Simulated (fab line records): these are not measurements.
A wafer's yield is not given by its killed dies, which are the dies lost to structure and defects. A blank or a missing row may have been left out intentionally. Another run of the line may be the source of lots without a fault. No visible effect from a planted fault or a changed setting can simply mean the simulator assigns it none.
Which tool did it? -- flow gf180mcu -- 13 lots with 38 wafers sampled at 2 steps, on a route of 602 steps

WHAT THE GAUGES READ, wafer by wafer
GF_V1_THK_MEAS_25: measures by xrf. Usual: V1_W_THK gives 357 nm (standard deviation 6.1).
lot,measured,on,V1_W_THK (nm),flag
L863,day 18 13:34,filmMetro-04,362 352 369,
L864,day 19 02:05,filmMetro-01,353 357 359,
L866,day 19 15:40,filmMetro-04,363 355 354,
L867,day 20 02:10,filmMetro-04,357 355 361,
L868,day 20 13:50,filmMetro-04,357 366 356,
L870,day 21 04:38,filmMetro-02,357 361 359,
L871,day 21 13:56,filmMetro-04,358 349 360,
L877,day 23 15:28,filmMetro-02,369 354 369,
L878,day 23 19:04,filmMetro-04,366 366 364,
L881,day 24 23:11,filmMetro-02,358 355 358,
L882,day 25 07:52,filmMetro-02,367 367,
L883,day 25 11:20,filmMetro-04,361 359 353,
L885,day 26 03:44,filmMetro-02,354 354 356,

WHICH TOOL RAN EACH LOT (tool, then ch and the chambers of the sampled wafers, then the start)
lot,GF_V1_CMP_04
L863,"cmp-01 ch 0,1,3, day 17 13:31"
L864,"cmp-01 ch 1,2, day 18 00:59"
L866,"cmp-02 ch 0,1,2, day 18 14:37"
L867,"cmp-02 ch 0,1,2, day 19 00:46"
L868,"cmp-02 ch 0,3, day 19 12:45"
L870,"cmp-01 ch 1,3, day 20 03:30"
L871,"cmp-02 ch 0,1,2, day 20 12:28"
L877,"cmp-01 ch 1,2,3, day 22 14:39"
L878,"cmp-02 ch 0,1, day 22 18:19"
L881,"cmp-01 ch 0,1,2, day 23 23:46"
L882,"cmp-02 ch 2,3, day 24 08:17"
L883,"cmp-02 ch 1,2,3, day 24 12:14"
L885,"cmp-02 ch 0,1, day 25 05:21"
- GF_V1_CMP_04: polishes SiO2.

AS READ BY THE TOOLS THEMSELVES (means over the sampled wafers that have a number; for cases with no such wafer, the mark the record gives instead)
GF_V1_CMP_04. Usual: motorCurrentA 12.2 A, standard deviation 1.5; timeToEndpointS 81 s, standard deviation 4.9.
lot,tool,motorCurrentA (A),timeToEndpointS (s),flag
L863,cmp-01,11.0,82,
L864,cmp-01,12.9,77,
L866,cmp-02,12.6,81,
L867,cmp-02,12.3,81,
L868,cmp-02,12.3,84,
L870,cmp-01,12.1,85,
L871,cmp-02,12.6,79,
L877,cmp-01,12.5,78,
L878,cmp-02,12.2,74,
L881,cmp-01,12.4,82,
L882,cmp-02,13.0,86,
L883,cmp-02,12.0,80,
L885,cmp-02,11.2,78,

THE ANSWER, worked out from the rows above alone
Rule: a lot is off if the mean of its wafers that have a number lies more than 3 standard deviations from the usual mean. A lot without any number at a reading at which 4 lots or more have one is off too. The other lots that the step has rows for count as sound. After the gauges, taken in route order, come the tools' own readings; for these a lot's mean is taken, as printed above. The first step at which some lot is off is used, and at that step the reading that is off furthest; a lot without a number counts as furthest.
No lot is off at any reading shown: from this, nothing can be told.

WHAT THE SIMULATOR HAD PUT IN
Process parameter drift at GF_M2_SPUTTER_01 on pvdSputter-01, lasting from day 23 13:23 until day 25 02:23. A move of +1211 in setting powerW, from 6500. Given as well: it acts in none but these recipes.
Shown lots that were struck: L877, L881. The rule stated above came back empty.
